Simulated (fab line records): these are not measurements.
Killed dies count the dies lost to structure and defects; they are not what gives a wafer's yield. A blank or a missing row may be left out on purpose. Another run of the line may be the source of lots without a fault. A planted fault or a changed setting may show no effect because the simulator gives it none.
Which tool is to blame? / flow gf180mcu / 18 wafers from 6 lots sampled at 2 of the route's 602 steps

WHAT EACH GAUGE READ, for each wafer
GF_DNWELL_TW_MEAS_09.
lot=L503; measured=day 2 23:18; on=filmMetro-02; DNWELL_TW=1370 1371 1368
lot=L505; measured=day 3 08:50; on=filmMetro-02; DNWELL_TW=1372 1368 1375
lot=L507; measured=day 3 21:46; on=filmMetro-03; DNWELL_TW=1355 1353 1347
lot=L509; measured=day 4 08:51; on=filmMetro-03; DNWELL_TW=1348 1347 1352
lot=L516; measured=day 5 22:17; on=filmMetro-01; DNWELL_TW=1329 1329 1334
lot=L521; measured=day 6 23:25; on=filmMetro-02; DNWELL_TW=1364 1365 1371

WHICH TOOL RAN EACH LOT (tool, then ch and the chambers of the sampled wafers, then the start)
lot=L503; GF_STI_CMP_25=cmp-01 ch 1,2,3, day 2 08:23
lot=L505; GF_STI_CMP_25=cmp-01 ch 1,3, day 2 17:55
lot=L507; GF_STI_CMP_25=cmp-01 ch 1,2,3, day 3 06:30
lot=L509; GF_STI_CMP_25=cmp-02 ch 0,2,3, day 3 17:02
lot=L516; GF_STI_CMP_25=cmp-01 ch 1,2,3, day 5 05:11
lot=L521; GF_STI_CMP_25=cmp-01 ch 0,1,3, day 6 04:33
- GF_STI_CMP_25: polishes, stops on Si3N4, t overpolish 33 s, target thk 524.6 nm.

THE ANSWER, worked out from the rows above alone
Rule: usual is defined by the lots themselves. The widest of any qualifying gaps counts: lots, ordered by their means at a reading, are off when they make up no more than a third of the lots, leave a main group of 4 or more, and stand apart from it by 3 or more times the standard deviation of that group's means. A main group is skipped when, at the precision printed for the reading in the tables above, its means are all equal. A lot without any number at a reading at which 4 lots or more have one is off too. The other lots that the step has rows for count as sound.
No lot is off on any of the readings shown, so nothing can be concluded from this.

WHAT THE SIMULATOR HAD INSERTED
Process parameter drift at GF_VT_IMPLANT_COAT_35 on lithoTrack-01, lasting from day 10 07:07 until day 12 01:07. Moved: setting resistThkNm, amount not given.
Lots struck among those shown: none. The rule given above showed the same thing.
